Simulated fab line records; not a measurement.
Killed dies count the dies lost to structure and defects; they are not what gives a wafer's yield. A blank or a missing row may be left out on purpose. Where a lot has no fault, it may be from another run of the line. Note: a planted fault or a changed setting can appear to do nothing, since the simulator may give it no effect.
Which tool was responsible? :: flow sky130 :: 11 lots, 33 wafers sampled, at 3 steps of a route of 708

## WHAT THE GAUGES READ, wafer by wafer
SKY_VIA2_OVL_MEAS_13. Usual: VIA2_OVL gives 1 nm (standard deviation 5).
lot: L667
measured: day 36 11:16
on: overlay-02
VIA2_OVL (nm): -5 -2 -3
flag: 

lot: L671
measured: day 37 05:01
on: overlay-01
VIA2_OVL (nm): 2 -6 5
flag: 

lot: L672
measured: day 37 22:58
on: overlay-01
VIA2_OVL (nm): 2 -1 -2
flag: 

lot: L673
measured: day 38 07:01
on: overlay-02
VIA2_OVL (nm): 0 3 0
flag: 

lot: L674
measured: day 38 09:19
on: overlay-02
VIA2_OVL (nm): 5 5 2
flag: 

lot: L675
measured: day 38 14:22
on: overlay-02
VIA2_OVL (nm): -14 -7 -5
flag: 

lot: L677
measured: day 39 00:40
on: overlay-01
VIA2_OVL (nm): -8 3 3
flag: 

lot: L678
measured: day 39 07:19
on: overlay-01
VIA2_OVL (nm): 3 6 7
flag: 

lot: L683
measured: day 40 17:34
on: overlay-02
VIA2_OVL (nm): 11 6 0
flag: 

lot: L687
measured: day 42 07:01
on: overlay-01
VIA2_OVL (nm): 5 3 2
flag: 

lot: L688
measured: day 42 22:52
on: overlay-01
VIA2_OVL (nm): 6 -3 2
flag: 

SKY_CAPM_OVL_MEAS_12. Usual: CAPM_OVL gives 1.2 nm (standard deviation 1.3).
lot: L667
measured: day 37 14:38
on: overlay-01
CAPM_OVL (nm): 2.2 1.8 2.9
flag: 

lot: L671
measured: day 38 07:56
on: overlay-02
CAPM_OVL (nm): 1.3 1.6 1.8
flag: 

lot: L672
measured: day 39 00:53
on: overlay-02
CAPM_OVL (nm): 2.2 1.4 2.0
flag: 

lot: L673
measured: day 39 08:50
on: overlay-01
CAPM_OVL (nm): -0.1 0.5 0.1
flag: 

lot: L674
measured: day 39 11:26
on: overlay-02
CAPM_OVL (nm): 0.6 -0.3 0.6
flag: 

lot: L675
measured: day 39 16:20
on: overlay-02
CAPM_OVL (nm): 3.7 2.0 1.9
flag: 

lot: L677
measured: day 40 02:38
on: overlay-01
CAPM_OVL (nm): 1.7 1.7 2.3
flag: 

lot: L678
measured: day 40 09:32
on: overlay-01
CAPM_OVL (nm): -0.6 0.5 -0.6
flag: 

lot: L683
measured: day 41 19:41
on: overlay-02
CAPM_OVL (nm): 0.7 2.3 1.0
flag: 

lot: L687
measured: day 43 07:08
on: overlay-02
CAPM_OVL (nm): 3.0 3.1 2.6
flag: 

lot: L688
measured: day 43 23:44
on: overlay-01
CAPM_OVL (nm): 3.5 3.9 2.8
flag: 

## EACH LOT AND THE TOOL THAT RAN IT (in order: tool; ch and the chambers of the sampled wafers; start)
lot: L667
SKY_VIA2_CMP_24: cmp-01 ch 1,2, day 36 12:27

lot: L671
SKY_VIA2_CMP_24: cmp-02 ch 0,3, day 37 06:07

lot: L672
SKY_VIA2_CMP_24: cmp-02 ch 0,1,2, day 38 00:04

lot: L673
SKY_VIA2_CMP_24: cmp-01 ch 2,3, day 38 08:09

lot: L674
SKY_VIA2_CMP_24: cmp-02 ch 0,1,3, day 38 10:33

lot: L675
SKY_VIA2_CMP_24: cmp-02 ch 0,3, day 38 15:31

lot: L677
SKY_VIA2_CMP_24: cmp-01 ch 0,2, day 39 01:49

lot: L678
SKY_VIA2_CMP_24: cmp-01 ch 0,3, day 39 08:25

lot: L683
SKY_VIA2_CMP_24: cmp-02 ch 0,1,3, day 40 18:46

lot: L687
SKY_VIA2_CMP_24: cmp-02 ch 0,3, day 42 08:12

lot: L688
SKY_VIA2_CMP_24: cmp-01 ch 0,2,3, day 43 00:13
- SKY_VIA2_CMP_24: polishes, stops on SiO2, t overpolish 20 s, target thk 0 nm.

## WHAT THE TOOLS THEMSELVES READ (means of the sampled wafers that have a number; where no wafer has one, the mark that the record gives instead)
SKY_VIA2_CMP_24. Usual: motorCurrentA 11.1 A, standard deviation 0.76; overpolishRunS 20.001 s, standard deviation 0.008; slurryFilterDpKPa 13.50 kPa, standard deviation 0.14; timeToEndpointS 101 s, standard deviation 3.5.
lot: L667
tool: cmp-01
motorCurrentA (A): 11.7
overpolishRunS (s): 19.996
slurryFilterDpKPa (kPa): 13.47
timeToEndpointS (s): 100
flag: 

lot: L671
tool: cmp-02
motorCurrentA (A): 11.6
overpolishRunS (s): 20.000
slurryFilterDpKPa (kPa): 13.47
timeToEndpointS (s): 102
flag: 

lot: L672
tool: cmp-02
motorCurrentA (A): 11.4
overpolishRunS (s): 20.001
slurryFilterDpKPa (kPa): 13.44
timeToEndpointS (s): 99
flag: 

lot: L673
tool: cmp-01
motorCurrentA (A): 10.8
overpolishRunS (s): 20.000
slurryFilterDpKPa (kPa): 13.51
timeToEndpointS (s): 95
flag: 

lot: L674
tool: cmp-02
motorCurrentA (A): 10.9
overpolishRunS (s): 20.006
slurryFilterDpKPa (kPa): 13.46
timeToEndpointS (s): 101
flag: 

lot: L675
tool: cmp-02
motorCurrentA (A): 11.0
overpolishRunS (s): 20.002
slurryFilterDpKPa (kPa): 13.49
timeToEndpointS (s): 103
flag: 

lot: L677
tool: cmp-01
motorCurrentA (A): 10.2
overpolishRunS (s): 20.002
slurryFilterDpKPa (kPa): 13.40
timeToEndpointS (s): 100
flag: 

lot: L678
tool: cmp-01
motorCurrentA (A): 10.6
overpolishRunS (s): 20.002
slurryFilterDpKPa (kPa): 13.54
timeToEndpointS (s): 98
flag: 

lot: L683
tool: cmp-02
motorCurrentA (A): 10.9
overpolishRunS (s): 19.997
slurryFilterDpKPa (kPa): 13.57
timeToEndpointS (s): 103
flag: 

lot: L687
tool: cmp-02
motorCurrentA (A): 11.0
overpolishRunS (s): 20.004
slurryFilterDpKPa (kPa): 13.64
timeToEndpointS (s): 106
flag: 

lot: L688
tool: cmp-01
motorCurrentA (A): 10.4
overpolishRunS (s): 20.002
slurryFilterDpKPa (kPa): 13.40
timeToEndpointS (s): 97
flag: 

## THE ANSWER, worked out from the rows above alone
Rule: lot off if the mean of its wafers having a number is beyond 3 standard deviations from the usual mean. A lot without any number at a reading at which 4 lots or more have one is off too. The other lots that the step has rows for count as sound. The gauges are gone through in route order, then the tools' own readings, and for those a lot's mean is taken as printed above. At the first step where some lot is off, the reading lying furthest off is the one used; lots without a number count as furthest.
No lot is off at any reading shown: from this, nothing can be told.

## WHAT THE SIMULATOR PUT IN
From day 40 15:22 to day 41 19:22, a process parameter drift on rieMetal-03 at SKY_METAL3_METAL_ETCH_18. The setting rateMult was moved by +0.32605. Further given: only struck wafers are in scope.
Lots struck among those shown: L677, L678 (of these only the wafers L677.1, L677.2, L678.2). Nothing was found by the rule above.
